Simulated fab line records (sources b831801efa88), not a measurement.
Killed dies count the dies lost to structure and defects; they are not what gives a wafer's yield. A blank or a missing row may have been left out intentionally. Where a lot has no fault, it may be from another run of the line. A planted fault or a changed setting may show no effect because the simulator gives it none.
A single fault, viewed from 2 desks ; flow gf180mcu ; only its own numbers are on each desk; what lay behind them is given at the end

## FROM THE METROLOGY DESK
What the gauges read, lot by lot, whatever tool the lot ran on: means of the sampled wafers that have a number. If a lot's mean is further than 4 standard deviations from the usual mean, the lot is out of limits and carries the mark OUT (the distance appears in the brackets).
Columns: A = V5_OVL at GF_V5_OVL_MEAS_15, usual -3 nm; B = PASSIVATION_CVD_00_THK at GF_PASSIVATION_THK_MEAS_01, usual 998 nm
lot;first seen here;A;B
L384;day 27 03:53;4;1005
L386;day 27 18:59;5;995
L387;day 28 03:33;-8;1013
L391;day 29 12:53;-5;1001
L392;day 29 17:45;-3;996
L399;day 31 18:53;7;1294 (+23) OUT
L400;day 31 23:59;-11;1291 (+23) OUT
L401;day 32 05:26;-3;996
L402;day 32 12:47;-6;1004
L403;day 32 17:30;-11;981
L407;day 33 18:29;7;986
This desk's finding: out of limits on L399, L400; first on L399, day 32 14:02 (PASSIVATION_CVD_00_THK at GF_PASSIVATION_THK_MEAS_01). L384, L386, L387, L391, L392, L401, L402, L403, L407: within limits.

## THE TOOL OWNER'S DESK: pecvd-01
The tool's own readings at GF_PASSIVATION_CVD_00 (deposits SiO2 from TEOS, target thk 1000 nm, time 111.95 s): means of the sampled wafers that have a number, for each lot that ran on this tool. If a lot's mean is further than 4 standard deviations from the usual mean, the lot is out of limits and carries the mark OUT (the distance appears in the brackets).
Columns: A = heater power w at GF_PASSIVATION_CVD_00, usual 688 W; B = susceptor temp C at GF_PASSIVATION_CVD_00, usual 400.04 C
lot;first seen here;A;B
L391;day 30 09:33;677;400.19
L392;day 30 15:40;748;399.96
L399;day 32 13:58;689;399.95
L400;day 32 18:45;698;400.15
Finding of this desk: none of the 4 lots has anything out of limits.

## BROUGHT TOGETHER
Metrology desk: alarm possible at day 32 14:02 on L399, L400.
The desk of the tool owner found nothing out of limits.
On record at the tool owner's desk: L399, L400, within its limits.
The lots listed all ran GF_PASSIVATION_CVD_00 on pecvd-01.

## WHAT WAS PUT IN BY THE SIMULATOR
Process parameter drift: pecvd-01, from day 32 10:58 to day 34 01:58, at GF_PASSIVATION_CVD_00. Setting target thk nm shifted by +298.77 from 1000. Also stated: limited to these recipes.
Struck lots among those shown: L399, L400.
Per desk, hours elapsed from the start of the fault to the first reading out of limits: for the metrology desk, 3.
